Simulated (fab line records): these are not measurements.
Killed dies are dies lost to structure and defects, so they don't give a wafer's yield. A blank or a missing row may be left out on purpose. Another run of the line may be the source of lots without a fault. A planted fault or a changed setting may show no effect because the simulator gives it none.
Which tool did it?	flow sky130	Sampling: 12 lots, 36 wafers, 3 of 708 route steps

WHAT THE GAUGES READ, wafer by wafer
SKY_VT_ADJUST_HVTP_CD_MEAS_07: the cd target is 380 nm.
lot	measured	on	cdNm (nm)
L075	day 6 14:13	cdSem-02	380.0 379.2 382.5
L077	day 6 22:08	cdSem-02	382.0 383.2 380.1
L079	day 7 10:47	cdSem-02	378.2 376.8 380.5
L080	day 8 00:14	cdSem-02	379.0 378.4 378.7
L083	day 8 13:38	cdSem-01	381.2 380.1 379.9
L085	day 9 01:03	cdSem-01	377.8 379.4 378.2
L087	day 9 13:10	cdSem-02	379.4 381.4 380.2
L089	day 10 03:13	cdSem-02	380.7 383.3 380.3
L091	day 10 14:22	cdSem-02	376.4 376.6 377.2
L093	day 11 03:28	cdSem-02	378.2 378.0 379.0
L095	day 11 20:58	cdSem-02	379.4 381.0 376.6
L097	day 12 08:45	cdSem-02	379.9 378.0 380.1

WHAT TOOL EACH LOT RAN ON (gives the tool, then ch and the chambers of the sampled wafers, and finally the start)
lot	SKY_FIELD_ISO_ETCH_15	SKY_FIELD_ISO_CMP_27
L075	rieDiel-02 ch 0,1, day 2 10:05	cmp-02 ch 0,1,3, day 2 19:17
L077	rieDiel-01 ch 0,1,2, day 2 20:11	cmp-02 ch 1,3, day 3 03:53
L079	rieDiel-02 ch 0,2,3, day 3 09:20	cmp-02 ch 1,2, day 3 12:43
L080	rieDiel-02 ch 2,3, day 3 18:50	cmp-01 ch 1,3, day 3 23:14
L083	rieDiel-01 ch 1,3, day 4 04:23	cmp-01 ch 0,1,2, day 4 09:55
L085	rieDiel-02 ch 0,2,3, day 4 13:05	cmp-02 ch 1,2,3, day 4 21:27
L087	rieDiel-03 ch 1,2, day 5 00:50	cmp-01 ch 2,3, day 5 06:09
L089	rieDiel-01 ch 1,3, day 5 11:05	cmp-01 ch 1,2, day 5 17:08
L091	rieDiel-02 ch 1,2,3, day 5 22:22	cmp-01 ch 0,3, day 6 02:36
L093	rieDiel-03 ch 0,1,3, day 6 09:23	cmp-01 ch 1,2,3, day 6 12:52
L095	rieDiel-03 ch 1,2,3, day 6 18:41	cmp-02 ch 1,2, day 7 00:56
L097	rieDiel-02 ch 1,2,3, day 7 07:26	cmp-02 ch 2,3, day 7 12:09
- SKY_FIELD_ISO_ETCH_15: etches the open film in CHF3/O2, stops on Si, target depth 180 nm, time 72 s.
- SKY_FIELD_ISO_CMP_27: polishes, stops on Si3N4, t overpolish 16 s, target thk 457.8 nm.

THE ANSWER, worked out from the rows above alone
Rule: the usual values come from the lots themselves. The widest of any qualifying gaps counts: lots, ordered by their means at a reading, are off when they make up no more than a third of the lots, leave a main group of 4 or more, and stand apart from it by 3 or more times the standard deviation of that group's means. A main group whose means are all the same, to the digits that the tables above print for the reading, isn't used. A lot without any number at a reading at which 4 lots or more have one is off too. Where the step has rows for the other lots, those lots are counted as sound.
None of the lots is off at any reading shown; this tells nothing.

WHAT WAS PUT IN BY THE SIMULATOR
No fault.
